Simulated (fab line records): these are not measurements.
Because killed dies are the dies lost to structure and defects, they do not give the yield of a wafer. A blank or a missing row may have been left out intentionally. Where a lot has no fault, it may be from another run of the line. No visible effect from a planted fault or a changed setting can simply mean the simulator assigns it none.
Split-lot trial + flow gf180mcu + 5 lots, 23 wafers read, on a route of 602 steps

THE SPLIT ITSELF
At GF_V1_CVD_02 (deposits SiO2 from TEOS, target thk 850 nm, time 94.851 s), the setting time s was moved away from the recipe's 94.851 s on 7 of the 23 wafers read, by -9.1% to +4.4%. The other wafers ran this setting at the recipe's value.

Split to reading: the file shows no intervening step.

THE READING
V1_CVD_02_THK (nm), taken at GF_V1_THK_MEAS_03. Fault-free wafers of this fab line usually give 849 nm, standard deviation 11 nm.

| wafer  | tool, chamber at the split | time s as run, s | against the recipe | V1_CVD_02_THK, nm | against lot-mates on the recipe |
|--------|----------------------------|------------------|--------------------|-------------------|---------------------------------|
| L075.1 | pecvd-03, 1                | 94.851           | recipe             | 836               | -                               |
| L075.2 | pecvd-03, 0                | 94.851           | recipe             | 857               | -                               |
| L075.3 | pecvd-03, 2                | 94.851           | recipe             | 834               | -                               |
| L075.5 | pecvd-03, 1                | 94.851           | recipe             | 845               | -                               |
| L075.6 | pecvd-03, 0                | 94.851           | recipe             | 877               | -                               |
| L077.1 | pecvd-04, 0                | 94.851           | recipe             | 834               | -                               |
| L077.2 | pecvd-04, 2                | 94.851           | recipe             | 834               | -                               |
| L077.4 | pecvd-04, 2                | 99.05            | +4.4%              | 884               | +48                             |
| L077.5 | pecvd-04, 1                | 94.851           | recipe             | 840               | -                               |
| L077.6 | pecvd-04, 0                | 99.05            | +4.4%              | 898               | +62                             |
| L076.1 | pecvd-02, 2                | 86.61            | -8.7%              | 763               | -81                             |
| L076.2 | pecvd-02, 1                | 94.851           | recipe             | 844               | -                               |
| L076.3 | pecvd-02, 0                | 94.851           | recipe             | 839               | -                               |
| L076.4 | pecvd-02, 1                | 86.61            | -8.7%              | 773               | -71                             |
| L076.5 | pecvd-02, 2                | 94.851           | recipe             | 848               | -                               |
| L082.1 | pecvd-02, 1                | 94.851           | recipe             | 857               | -                               |
| L082.2 | pecvd-02, 0                | 94.851           | recipe             | 861               | -                               |
| L082.5 | pecvd-02, 1                | 94.851           | recipe             | 866               | -                               |
| L084.1 | pecvd-02, 1                | 86.18            | -9.1%              | 788               | -72                             |
| L084.2 | pecvd-02, 2                | 94.851           | recipe             | 853               | -                               |
| L084.3 | pecvd-02, 0                | 86.18            | -9.1%              | 771               | -89                             |
| L084.5 | pecvd-02, 2                | 86.18            | -9.1%              | 785               | -75                             |
| L084.6 | pecvd-02, 1                | 94.851           | recipe             | 867               | -                               |

THE FIT
A straight line over all 23 wafers: V1_CVD_02_THK changes by +8.34 nm for each +1% of time s; r = +0.94; the points scatter about the line by 13 nm.
The same after taking each lot's own level away (the mean of its wafers on the recipe; 23 wafers): +9.17 nm for each +1%; r = +0.97; scatter 10 nm.
On that fit, the largest move of time s shifts the reading by 84 nm.
Measured against the standard deviation above, the lots' own levels, which go from 836.0 to 861.3 nm, span 2.3 times it.
Hence the lot-to-lot level has little effect on the slope; both slopes agree.
Check: -83.8 nm against its lot-mates is what the line predicts for one of the wafers moved furthest among these (-9.1%) when that wafer is left out of the fit. It came out at -72 nm against them.

ADDITIONAL SPLITS CARRIED BY THESE WAFERS
Before the reading, these wafers also passed through other splits. Each is held against what the fit with the lots' levels taken away leaves over:
| other split on the same wafers            | wafers away from the commonest value | r with V1_CVD_02_THK (lot level and that fit taken away) |
|-------------------------------------------|--------------------------------------|----------------------------------------------------------|
| GF_SAB_ETCH_11 time s                     | 5                                    | +0.04                                                    |
| GF_CONTACT_CVD_00 sih4 flow sccm          | 10                                   | -0.05                                                    |
| GF_CONTACT_DEVELOP_13 develop time s      | 3                                    | -0.22                                                    |
| GF_CONTACT_SPUTTER_22 chamber pressure pa | 15                                   | +0.16                                                    |
| GF_M1_SPUTTER_04 time s                   | 8                                    | +0.11                                                    |
| GF_M1_EXPOSE_11 dose mj                   | 8                                    | +0.21                                                    |
| GF_M1_METAL_ETCH_16 time s                | 10                                   | +0.20                                                    |

THE WHOLE CHAIN: every reading that the file lists as answering this split, in the file's order
| step              | what it does                                              | reading                                                                   | change (the file's fit)              | r (the file's) |
|-------------------|-----------------------------------------------------------|---------------------------------------------------------------------------|--------------------------------------|----------------|
| GF_V1_CVD_02      | deposits SiO2 from TEOS, target thk 850 nm, time 94.851 s | SiO2_of_V1_CVD_02.thk nm (the simulator's own value, which no gauge read) | +9.04 nm for each +1% of the setting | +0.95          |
| GF_V1_THK_MEAS_03 |                                                           | V1_CVD_02_THK                                                             | +9.04 for each +1% of the setting    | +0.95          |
| GF_V1_CMP_04      | polishes SiO2                                             | time to endpoint s                                                        | withheld for each +1% of the setting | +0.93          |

THE FILE'S OWN FIT
V1_CVD_02_THK changes by +9.04 nm for each +1% of time s, r = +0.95.
